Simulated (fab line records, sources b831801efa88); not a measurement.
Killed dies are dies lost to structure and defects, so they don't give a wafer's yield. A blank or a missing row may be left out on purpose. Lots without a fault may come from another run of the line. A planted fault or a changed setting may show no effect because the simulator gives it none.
fab line records | flow sky130
record lots=12 wafers=36 last_day=50
route steps=708 shown VIA2@519 METAL3@535 PAD_OPEN@708
lots that met no fault: from a run of the same line without faults
start_h: hours from the record's first day to the start of the lot's first wafer shown | wait_h: hours since the lot's step before | " the same as in the row above | L1.1+2: a row that stands for several wafers | - no value, or no start given | * or withheld: withheld | < > ~ a bound
route shown NAME@n: a module of which the file shows steps, and the number in the route of the first | usual: mean/standard deviation of fault-free wafers | same: alike in all rows | chamber/n: place in a boat | sites: the reading at each site | _std_site: their standard deviation | _edge_site: outer sites' mean less inner sites' | radius_mm: how far each site lies from the wafer's centre | mask NAME#n: copy n | behind: the tool/chamber that last shaped the wafer | hold: why the lot was held/for how many hours/how that ended | device: the transistor (n, p or np) that didn't switch | end of line: the same wafers' tests at the end of the route | a step without rows: its recipe alone | killed: dies lost to structure and defects at the first sort, not the wafer's yield | map: a wafer's dies, x killed, . not, _ none there
set.NAME: the setting as run; set.NAME@STEP: as run at that earlier step | model.NAME: the simulator's own value behind a step, which no gauge read
steps of the route over a sample of lots; a table a step, a row a wafer
services: from which hour (start_h, from the record's first day; less than 0 if before it) a tool's chamber was out of use, for how many hours, and why
## steps
# step SKY_VIA2_CD_MEAS_12
# recipe target_cd_nm=200
# usual cd_nm=200.0/1.4
# columns lot.wafer tool chamber start_h wait_h cd_nm
L622.1 cd_sem-02 - 863.95 - 203.0
L622.4 " - " " 201.3
L622.5 " - " " 201.7
L624.1 cd_sem-01 - 871.74 - 199.8
L624.2 " - " " 199.9
L624.3 " - " " 198.7
L625.1 cd_sem-02 - 875.30 - 200.4
L625.3 " - " " 199.0
L625.4 " - " " 199.5
L626.2 cd_sem-01 - 887.96 - 199.0
L626.3 " - " " 198.0
L626.5 " - " " 199.7
L627.2 cd_sem-01 - 890.96 - 201.3
L627.3 " - " " 201.0
L627.6 " - " " 201.1
L630.2 cd_sem-02 - 913.15 - 198.5
L630.4 " - " " 197.8
L630.6 " - " " 198.9
L631.1 cd_sem-02 - 933.49 - 199.9
L631.4 " - " " 200.9
L631.6 " - " " 199.8
L633.3 cd_sem-01 - 941.32 - 198.1
L633.5 " - " " 199.7
L633.6 " - " " 199.3
L634.1 cd_sem-01 - 945.79 - 199.1
L634.3 " - " " 197.1
L634.5 " - " " 197.8
L635.2 cd_sem-02 - 955.31 - 200.8
L635.3 " - " " 200.4
L635.4 " - " " 199.7
L645.1 cd_sem-01 - 1019.48 - 201.3
L645.3 " - " " 201.4
L645.6 " - " " 203.3
L644.4 cd_sem-01 - 1024.35 - 199.3
L644.5 " - " " 199.5
L644.6 " - " " 197.5
# step SKY_VIA2_CMP_24
# recipe stop_on=SiO2 t_overpolish_s=20 down_force_psi=3.5 platen_rpm=60 target_thk_nm=0 pad_velocity_m_s=0.94248
# usual edge_zone_pressure_frac=1.000/0.0048 motor_current_A=11.4/1.4 overpolish_run_s=20.000/0.009 slurry_filter_dp_kPa=13.49/0.13 time_to_endpoint_s=101/4.8
# columns lot.wafer tool chamber start_h wait_h edge_zone_pressure_frac motor_current_A overpolish_run_s slurry_filter_dp_kPa time_to_endpoint_s
L622.4 cmp-01 3 865.22 0.0 1.003 10.6 19.994 13.55 101
L622.1 " 2 " " 1.007 13.3 19.997 13.52 92
L622.5 " 0 " " 1.004 12.4 20.011 13.50 96
L624.2 cmp-02 1 873.12 0.1 0.998 10.6 20.006 13.63 109
L624.1 " 2 " " 0.999 10.2 20.003 13.37 97
L624.3 " 3 " " 1.002 9.4 20.005 13.72 96
L625.1 cmp-01 3 876.65 0.1 1.005 10.7 20.031 13.43 98
L625.4 " 0 " " 1.008 13.5 20.010 13.56 91
L625.3 " 2 " " 1.003 13.8 20.004 13.43 92
L626.2 cmp-02 3 889.16 0.0 1.003 9.4 19.995 13.41 104
L626.3 " 2 " " 0.999 10.0 20.001 13.70 99
L626.5 " 3 " " 0.996 9.0 20.002 13.61 101
L627.2 cmp-02 0 892.26 0.1 1.003 12.4 19.997 13.52 101
L627.3 " 1 " " 1.002 11.4 19.996 13.64 110
L627.6 " 3 " " 1.001 9.7 20.001 13.27 99
L630.2 cmp-01 3 914.36 0.0 0.999 10.2 19.993 13.28 104
L630.4 " 0 " " 0.996 12.5 19.997 13.39 100
L630.6 " 3 " " 1.001 11.0 20.020 13.47 101
L631.1 cmp-02 2 934.71 0.1 0.993 10.0 20.009 13.48 105
L631.4 " 3 " " 1.002 9.1 20.011 13.49 102
L631.6 " 3 " " 0.997 9.5 20.003 13.83 100
L633.3 cmp-01 2 942.60 0.1 0.996 13.5 19.985 13.53 96
L633.5 " 0 " " 1.002 13.2 20.005 13.60 94
L633.6 " 1 " " 1.000 10.6 19.982 13.61 99
L634.1 cmp-02 3 947.08 0.1 0.997 9.7 20.011 13.50 106
L634.3 " 2 " " 1.007 10.1 19.991 13.43 106
L634.5 " 3 " " 1.001 9.3 20.011 13.70 103
L635.3 cmp-01 1 956.59 0.1 0.998 11.5 19.982 13.41 105
L635.2 " 2 " " 1.004 13.0 19.986 13.37 102
L635.4 " 3 " " 1.003 11.1 19.993 13.49 107
L645.3 cmp-01 1 1020.70 0.0 1.006 10.9 19.992 13.35 104
L645.1 " 2 " " 1.005 13.3 19.987 13.40 98
L645.6 " 2 " " 0.994 13.5 20.009 13.34 99
L644.4 cmp-01 2 1025.79 0.1 0.994 13.7 20.014 13.39 99
L644.5 " 0 " " 0.992 13.2 20.007 13.73 101
L644.6 " 1 " " 0.994 11.5 20.013 13.47 109
# step SKY_METAL3_SPUTTER_03
# recipe material=Ti target_thk_nm=5 power_w=3000 time_s=3.3 chamber_pressure_pa=0.4
# usual cathode_dc_power_W=3000.0/0.53 chamber_pressure_pa=0.4000/0.00081 throttle_valve_pct=29.7/0.91
# columns lot.wafer tool chamber start_h wait_h cathode_dc_power_W chamber_pressure_pa throttle_valve_pct
L622.1 pvd_sputter-03 - 865.60 0.0 2999.8 0.3990 30.0
L622.4 " - " " 3000.8 0.3998 29.4
L622.5 " - " " 2999.4 0.4000 29.1
L624.1 pvd_sputter-03 - 873.45 0.0 3000.4 0.3994 29.6
L624.2 " - " " 2999.5 0.4007 29.1
L624.3 " - " " 3000.3 0.3993 29.1
L625.1 pvd_sputter-03 - 877.04 0.0 2999.0 0.3983 29.7
L625.3 " - " " 2999.4 0.3996 29.1
L625.4 " - " " 2999.9 0.3997 29.2
L626.2 pvd_sputter-03 - 889.55 0.0 3000.0 0.4002 29.9
L626.3 " - " " 3000.0 0.4004 29.2
L626.5 " - " " 3000.1 0.3990 29.1
L627.2 pvd_sputter-01 - 892.60 0.0 3000.6 0.4000 30.1
L627.3 " - " " 3000.6 0.3997 29.9
L627.6 " - " " 3000.0 0.4001 30.2
L630.2 pvd_sputter-02 - 914.75 0.0 3000.3 0.4011 30.2
L630.4 " - " " 3000.6 0.3990 28.2
L630.6 " - " " 2999.8 0.4004 28.6
L631.1 pvd_sputter-02 - 935.10 0.0 2999.7 0.3985 31.5
L631.4 " - " " 3000.3 0.4003 28.2
L631.6 " - " " 2999.7 0.3994 30.1
L633.3 pvd_sputter-01 - 942.89 0.0 3000.2 0.3999 30.0
L633.5 " - " " 2999.6 0.3996 28.4
L633.6 " - " " 2999.8 0.3991 30.3
L634.1 pvd_sputter-02 - 947.47 0.0 3000.0 0.3998 30.2
L634.3 " - " " 3000.4 0.4005 31.5
L634.5 " - " " 2999.9 0.3997 28.4
L635.2 pvd_sputter-02 - 956.92 0.0 3000.1 0.3991 30.2
L635.3 " - " " 3000.0 0.3992 28.2
L635.4 " - " " 3000.0 0.3994 31.4
L645.1 pvd_sputter-01 - 1021.09 0.0 3000.5 0.4004 30.0
L645.3 " - " " 3000.1 0.3996 28.6
L645.6 " - " " 2999.9 0.4009 30.1
L644.4 pvd_sputter-01 - 1026.08 0.0 3000.1 0.3997 30.2
L644.5 " - " " 3000.1 0.3994 30.0
L644.6 " - " " 3000.2 0.3983 30.1
# step SKY_METAL3_SPUTTER_04
# recipe material=TiN target_thk_nm=70 power_w=6500 time_s=58.3 chamber_pressure_pa=0.4
# usual cathode_dc_power_W=6500.1/1.2 chamber_pressure_pa=0.3999/0.0008 throttle_valve_pct=29.7/0.9
# columns lot.wafer tool chamber start_h wait_h cathode_dc_power_W chamber_pressure_pa throttle_valve_pct
L622.1 pvd_sputter-03 - 865.62 0.0 6499.2 0.4002 29.7
L622.4 " - " " 6501.7 0.4004 29.0
L622.5 " - " " 6499.5 0.4003 29.1
L624.1 pvd_sputter-03 - 873.47 0.0 6499.3 0.3987 29.5
L624.2 " - " " 6499.4 0.4007 29.1
L624.3 " - " " 6500.2 0.3996 28.9
L625.1 pvd_sputter-03 - 877.06 0.0 6499.9 0.4000 29.7
L625.3 " - " " 6501.2 0.4003 29.1
L625.4 " - " " 6500.9 0.3996 29.2
L626.2 pvd_sputter-03 - 889.57 0.0 6501.1 0.4006 29.7
L626.3 " - " " 6502.6 0.4004 29.0
L626.5 " - " " 6502.5 0.4015 29.0
L627.2 pvd_sputter-01 - 892.62 0.0 6498.9 0.3996 30.3
L627.3 " - " " 6498.3 0.4013 30.3
L627.6 " - " " 6500.2 0.4006 30.4
L630.2 pvd_sputter-02 - 914.76 0.0 6500.4 0.4001 30.1
L630.4 " - " " 6499.8 0.4006 28.4
L630.6 " - " " 6499.8 0.4006 28.5
L631.1 pvd_sputter-02 - 935.12 0.0 6499.6 0.4007 31.1
L631.4 " - " " 6499.3 0.4004 28.4
L631.6 " - " " 6499.6 0.4004 30.4
L633.3 pvd_sputter-01 - 942.91 0.0 6500.8 0.3991 29.9
L633.5 " - " " 6500.3 0.4007 28.6
L633.6 " - " " 6498.9 0.3995 30.2
L634.1 pvd_sputter-02 - 947.49 0.0 6672.3 0.3986 30.4
L634.3 " - " " 6672.9 0.3980 31.4
L634.5 " - " " 6673.0 0.3992 28.3
L635.2 pvd_sputter-02 - 956.94 0.0 6670.1 0.4001 30.3
L635.3 " - " " 6669.8 0.3973 28.3
L635.4 " - " " 6671.5 0.4006 31.2
L645.1 pvd_sputter-01 - 1021.11 0.0 6499.5 0.4004 29.9
L645.3 " - " " 6499.7 0.3998 28.5
L645.6 " - " " 6496.8 0.3994 30.1
L644.4 pvd_sputter-01 - 1026.10 0.0 6499.2 0.3994 30.3
L644.5 " - " " 6501.3 0.3997 30.1
L644.6 " - " " 6498.9 0.3986 30.2
# step SKY_PAD_OPEN_PROBE_99
# usual defect_limited_yield=82.5/2 killed_at_M0_to_M3=44/7.4 killed_at_M4_up=3.0/1.8 killed_at_contacts=24/5.1 killed_at_front_end=15/4.3 killed_at_other=0.3/0.54 killed_dies=86/9.9 killed_open=47/7.1 killed_short=38/6.7 sort_bin_3_pad_short=0.8/0.39 sort_bin_5_function=10.4/1.5 sort_bin_6_memory=6.2/1.2 sort_n_pass=406/9.9 sort_yield_pct=82.5/2
# same gross_dies=492 killed_at_back_side=0 sort_bin_4_leakage[%]=0 sort_bin_8_speed[%]=0
# columns lot.wafer tool chamber start_h wait_h defect_limited_yield[%] killed_at_M0_to_M3 killed_at_M4_up killed_at_contacts killed_at_front_end killed_at_other killed_dies killed_open killed_short sort_bin_3_pad_short[%] sort_bin_5_function[%] sort_bin_6_memory[%] sort_n_pass sort_yield_pct[%]
L633.3 prober-01 - 1149.58 0.2 81.1 43 2 29 19 0 93 53 40 0.8 9.8 8.3 399 81.1
L633.5 prober-01 - 1149.68 0.2 82.3 48 3 25 11 0 87 43 44 1.2 10.8 5.7 405 82.3
L633.6 prober-01 - 1149.73 0.2 81.1 43 7 23 19 1 93 54 39 0.6 11.0 7.3 399 81.1
# killed by level:class
L633.3 VIA1:geometric_particle:open=12 CONTACT:geometric_particle:open=10 METAL2:geometric_particle:short=7 LI_CONTACT:geometric_particle:open=6 VIA3:geometric_particle:open=6 FIELD_ISO:geometric_particle:short=4 LI_CONTACT:geometric_particle:short=4 VIA1:geometric_particle:short=4
L633.5 CONTACT:geometric_particle:open=12 METAL1:geometric_particle:short=10 VIA1:geometric_particle:open=8 VIA1:geometric_particle:short=7 METAL2:geometric_particle:short=6 VIA2:geometric_particle:open=6 VIA3:geometric_particle:open=5 LOCAL_INTERCONNECT:geometric_particle:short=4
L633.6 VIA1:geometric_particle:open=12 VIA2:geometric_particle:open=11 LI_CONTACT:geometric_particle:open=7 CONTACT:geometric_particle:open=7 FIELD_ISO:geometric_particle:open=5 POLY_GATE:geometric_particle:short=5 LOCAL_INTERCONNECT:geometric_particle:short=4 VIA3:geometric_particle:open=4
## services
# columns tool chamber start_h hours kind
cmp-01 - 841.28 1.0 repair
pvd_sputter-01 - 850.02 2.4 repair
cmp-02 - 912.00 4.0 pm
cmp-02 - 916.00 - consumable_replace:conditioner
cmp-02 - 916.00 - consumable_replace:pad
pvd_sputter-01 - 947.22 5.7 repair
cmp-01 - 976.73 1.0 repair
cmp-01 - 1007.65 2.8 repair
pvd_sputter-02 - 1020.43 8.2 repair
cmp-02 - 1025.99 3.0 repair
## key
first_sign step=SKY_METAL3_SPUTTER_04 reading=cathode_dc_power_W direction=up sigmas=99+ usual=6500.1 struck=6671.6
effect none on later readings
met_at SKY_METAL3_SPUTTER_04
struck_lots L634,L635
not_acting_at SKY_VIA2_CD_MEAS_12,SKY_VIA2_CMP_24,SKY_METAL3_SPUTTER_03
onset_between 935.12 947.49
fault kind=process_parameter_drift tool=pvd_sputter-02 chamber=- onset_h=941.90 steps=SKY_METAL3_SPUTTER_04 channel=power_w offset=* shape=step end_h=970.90 acts_in=* stated=*
